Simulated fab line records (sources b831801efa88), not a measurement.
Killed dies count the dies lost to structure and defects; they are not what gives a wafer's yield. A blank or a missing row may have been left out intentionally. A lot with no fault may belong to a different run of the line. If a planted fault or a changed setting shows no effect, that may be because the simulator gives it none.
Which of the tools did it? :: flow sky130 :: 12 lots, 36 wafers sampled, at 4 steps of a route of 708

## WHAT EACH GAUGE READ, for each wafer
SKY_VT_ADJUST_PCH_OVL_MEAS_07.
lot: L553
measured: day 10 20:57
on: overlay-01
VT_ADJUST_PCH_OVL (nm): -1.3 -0.8 -3.1

lot: L554
measured: day 10 23:46
on: overlay-01
VT_ADJUST_PCH_OVL (nm): -1.0 -2.2 -0.8

lot: L556
measured: day 12 08:15
on: overlay-01
VT_ADJUST_PCH_OVL (nm): 2.3 1.2 2.1

lot: L557
measured: day 12 16:45
on: overlay-02
VT_ADJUST_PCH_OVL (nm): 2.2 1.0 2.0

lot: L559
measured: day 13 09:04
on: overlay-01
VT_ADJUST_PCH_OVL (nm): 0.6 1.4 0.1

lot: L560
measured: day 13 13:55
on: overlay-02
VT_ADJUST_PCH_OVL (nm): -2.3 -0.9 -0.1

lot: L561
measured: day 14 08:04
on: overlay-01
VT_ADJUST_PCH_OVL (nm): -0.7 0.3 1.1

lot: L564
measured: day 15 01:54
on: overlay-02
VT_ADJUST_PCH_OVL (nm): 1.7 1.6 0.2

lot: L565
measured: day 15 08:43
on: overlay-01
VT_ADJUST_PCH_OVL (nm): -0.4 0.5 0.7

lot: L567
measured: day 15 13:06
on: overlay-02
VT_ADJUST_PCH_OVL (nm): 3.9 3.7 4.2

lot: L566
measured: day 15 14:16
on: overlay-02
VT_ADJUST_PCH_OVL (nm): 0.0 0.1 -1.2

lot: L568
measured: day 15 19:30
on: overlay-01
VT_ADJUST_PCH_OVL (nm): -1.5 -0.3 -0.4

SKY_SONOS_ONO_THK_MEAS_05.
lot: L553
measured: day 12 03:43
on: filmMetro-01
SONOS_ONO_CVD_04_THK (nm): 5.97 5.80 5.98

lot: L554
measured: day 12 05:54
on: filmMetro-01
SONOS_ONO_CVD_04_THK (nm): 5.55 5.63 5.63

lot: L556
measured: day 13 14:31
on: filmMetro-04
SONOS_ONO_CVD_04_THK (nm): 5.77 5.80 5.84

lot: L557
measured: day 13 23:35
on: filmMetro-03
SONOS_ONO_CVD_04_THK (nm): 5.86 5.75 5.84

lot: L559
measured: day 14 15:32
on: filmMetro-03
SONOS_ONO_CVD_04_THK (nm): 5.84 5.89 5.84

lot: L560
measured: day 14 20:16
on: filmMetro-01
SONOS_ONO_CVD_04_THK (nm): 6.10 5.95 6.09

lot: L561
measured: day 15 16:07
on: filmMetro-01
SONOS_ONO_CVD_04_THK (nm): 5.98 5.93 6.09

lot: L564
measured: day 16 12:02
on: filmMetro-01
SONOS_ONO_CVD_04_THK (nm): 5.68 5.67 5.71

lot: L565
measured: day 16 18:07
on: filmMetro-04
SONOS_ONO_CVD_04_THK (nm): 6.03 5.95 5.88

lot: L567
measured: day 16 21:49
on: filmMetro-04
SONOS_ONO_CVD_04_THK (nm): 7.90 7.86 7.84

lot: L566
measured: day 16 23:13
on: filmMetro-01
SONOS_ONO_CVD_04_THK (nm): 7.89 7.82 7.72

lot: L568
measured: day 17 04:40
on: filmMetro-03
SONOS_ONO_CVD_04_THK (nm): 7.71 7.62 7.69

## EACH LOT AND THE TOOL THAT RAN IT (in order: tool; ch and the chambers of the sampled wafers; start)
lot: L553
SKY_VT_ADJUST_HVTR_STRIP_10: plasmaAsher-04 ch 0,1, day 9 22:19
SKY_SONOS_ONO_CVD_04: lpcvd-03 ch 0, day 12 02:27

lot: L554
SKY_VT_ADJUST_HVTR_STRIP_10: plasmaAsher-04 ch 0,1, day 10 01:21
SKY_SONOS_ONO_CVD_04: lpcvd-03 ch 0, day 12 04:39

lot: L556
SKY_VT_ADJUST_HVTR_STRIP_10: plasmaAsher-01 ch 0,1, day 11 08:07
SKY_SONOS_ONO_CVD_04: lpcvd-03 ch 1, day 13 13:16

lot: L557
SKY_VT_ADJUST_HVTR_STRIP_10: plasmaAsher-02 ch 0,1, day 11 16:53
SKY_SONOS_ONO_CVD_04: lpcvd-03 ch 1, day 13 22:19

lot: L559
SKY_VT_ADJUST_HVTR_STRIP_10: plasmaAsher-02 ch 0,1, day 12 07:55
SKY_SONOS_ONO_CVD_04: lpcvd-03 ch 1, day 14 14:16

lot: L560
SKY_VT_ADJUST_HVTR_STRIP_10: plasmaAsher-04 ch 0,1, day 12 12:49
SKY_SONOS_ONO_CVD_04: lpcvd-03 ch 0, day 14 19:01

lot: L561
SKY_VT_ADJUST_HVTR_STRIP_10: plasmaAsher-02 ch 0,1, day 13 06:52
SKY_SONOS_ONO_CVD_04: lpcvd-03 ch 1, day 15 14:50

lot: L564
SKY_VT_ADJUST_HVTR_STRIP_10: plasmaAsher-01 ch 0,1, day 13 23:40
SKY_SONOS_ONO_CVD_04: lpcvd-03 ch 0, day 16 10:46

lot: L565
SKY_VT_ADJUST_HVTR_STRIP_10: plasmaAsher-04 ch 1, day 14 06:10
SKY_SONOS_ONO_CVD_04: lpcvd-03 ch 0, day 16 16:51

lot: L567
SKY_VT_ADJUST_HVTR_STRIP_10: plasmaAsher-02 ch 1, day 14 09:54
SKY_SONOS_ONO_CVD_04: lpcvd-03 ch 1, day 16 20:34

lot: L566
SKY_VT_ADJUST_HVTR_STRIP_10: plasmaAsher-01 ch 0,1, day 14 11:16
SKY_SONOS_ONO_CVD_04: lpcvd-03 ch 1, day 16 21:57

lot: L568
SKY_VT_ADJUST_HVTR_STRIP_10: plasmaAsher-01 ch 0,1, day 14 15:40
SKY_SONOS_ONO_CVD_04: lpcvd-03 ch 1, day 17 03:25
- SKY_VT_ADJUST_HVTR_STRIP_10: strips in O2/N2.
- SKY_SONOS_ONO_CVD_04: deposits SiO2 from SiH4/N2O, target thk 5.7199 nm.

## WHAT THE TOOLS THEMSELVES READ (means of the sampled wafers that have a number; where no wafer has one, the mark that the record gives instead)
SKY_VT_ADJUST_HVTR_STRIP_10.
lot: L553
tool: plasmaAsher-04
drypumpMotorCurrentA (A): 6.07
oesProductAu (a.u.): 0.714
stripTimeToEndpointS (s): 14.16

lot: L554
tool: plasmaAsher-04
drypumpMotorCurrentA (A): 6.09
oesProductAu (a.u.): 0.711
stripTimeToEndpointS (s): 14.22

lot: L556
tool: plasmaAsher-01
drypumpMotorCurrentA (A): 6.12
oesProductAu (a.u.): 0.719
stripTimeToEndpointS (s): 14.20

lot: L557
tool: plasmaAsher-02
drypumpMotorCurrentA (A): 5.69
oesProductAu (a.u.): 0.717
stripTimeToEndpointS (s): 14.19

lot: L559
tool: plasmaAsher-02
drypumpMotorCurrentA (A): 5.69
oesProductAu (a.u.): 0.716
stripTimeToEndpointS (s): 14.17

lot: L560
tool: plasmaAsher-04
drypumpMotorCurrentA (A): 6.09
oesProductAu (a.u.): 0.714
stripTimeToEndpointS (s): 14.11

lot: L561
tool: plasmaAsher-02
drypumpMotorCurrentA (A): 5.70
oesProductAu (a.u.): 0.713
stripTimeToEndpointS (s): 14.19

lot: L564
tool: plasmaAsher-01
drypumpMotorCurrentA (A): 6.12
oesProductAu (a.u.): 0.719
stripTimeToEndpointS (s): 14.18

lot: L565
tool: plasmaAsher-04
drypumpMotorCurrentA (A): 6.28
oesProductAu (a.u.): 0.715
stripTimeToEndpointS (s): 14.18

lot: L567
tool: plasmaAsher-02
drypumpMotorCurrentA (A): 5.59
oesProductAu (a.u.): 0.715
stripTimeToEndpointS (s): 14.14

lot: L566
tool: plasmaAsher-01
drypumpMotorCurrentA (A): 6.11
oesProductAu (a.u.): 0.710
stripTimeToEndpointS (s): 14.19

lot: L568
tool: plasmaAsher-01
drypumpMotorCurrentA (A): 6.12
oesProductAu (a.u.): 0.721
stripTimeToEndpointS (s): 14.19

SKY_SONOS_ONO_CVD_04.
lot: L553
tool: lpcvd-03
zonePowerBottomPct (%): 28.3

lot: L554
tool: lpcvd-03
zonePowerBottomPct (%): 28.5

lot: L556
tool: lpcvd-03
zonePowerBottomPct (%): 27.1

lot: L557
tool: lpcvd-03
zonePowerBottomPct (%): 26.9

lot: L559
tool: lpcvd-03
zonePowerBottomPct (%): 26.9

lot: L560
tool: lpcvd-03
zonePowerBottomPct (%): 28.2

lot: L561
tool: lpcvd-03
zonePowerBottomPct (%): 26.8

lot: L564
tool: lpcvd-03
zonePowerBottomPct (%): 28.5

lot: L565
tool: lpcvd-03
zonePowerBottomPct (%): 28.3

lot: L567
tool: lpcvd-03
zonePowerBottomPct (%): 26.9

lot: L566
tool: lpcvd-03
zonePowerBottomPct (%): 27.0

lot: L568
tool: lpcvd-03
zonePowerBottomPct (%): 27.3

## THE ANSWER, worked out from the rows above alone
Rule: what is usual is taken from the lots themselves. The widest of any qualifying gaps counts: lots, ordered by their means at a reading, are off when they make up no more than a third of the lots, leave a main group of 4 or more, and stand apart from it by 3 or more times the standard deviation of that group's means. A main group whose means are all the same, to the digits that the tables above print for the reading, isn't used. Also off: a lot with no number at a reading for which 4 or more lots have one. Any other lot the step has rows for is counted as sound. The gauges are gone through in route order, then the tools' own readings, and for those a lot's mean is taken as printed above. At the first step where some lot is off, the reading lying furthest off is the one used; lots without a number count as furthest.
Off: L567, L566, L568, at SKY_SONOS_ONO_THK_MEAS_05 (SONOS_ONO_CVD_04_THK). Mean 5.85 nm and standard deviation 0.14 in the main group.
A tool fits if, at a process step before that reading, it ran every lot that is off, and no sound lot after the first of them. Gauges at SKY_SONOS_ONO_THK_MEAS_05: tried the same way as those tools. One fits: SKY_SONOS_ONO_CVD_04 on lpcvd-03. A fault onset in the window from L565 (day 16 16:51, its last sound lot) to L567 (day 16 20:34, its first lot off) fits.

## WHAT THE SIMULATOR PUT IN
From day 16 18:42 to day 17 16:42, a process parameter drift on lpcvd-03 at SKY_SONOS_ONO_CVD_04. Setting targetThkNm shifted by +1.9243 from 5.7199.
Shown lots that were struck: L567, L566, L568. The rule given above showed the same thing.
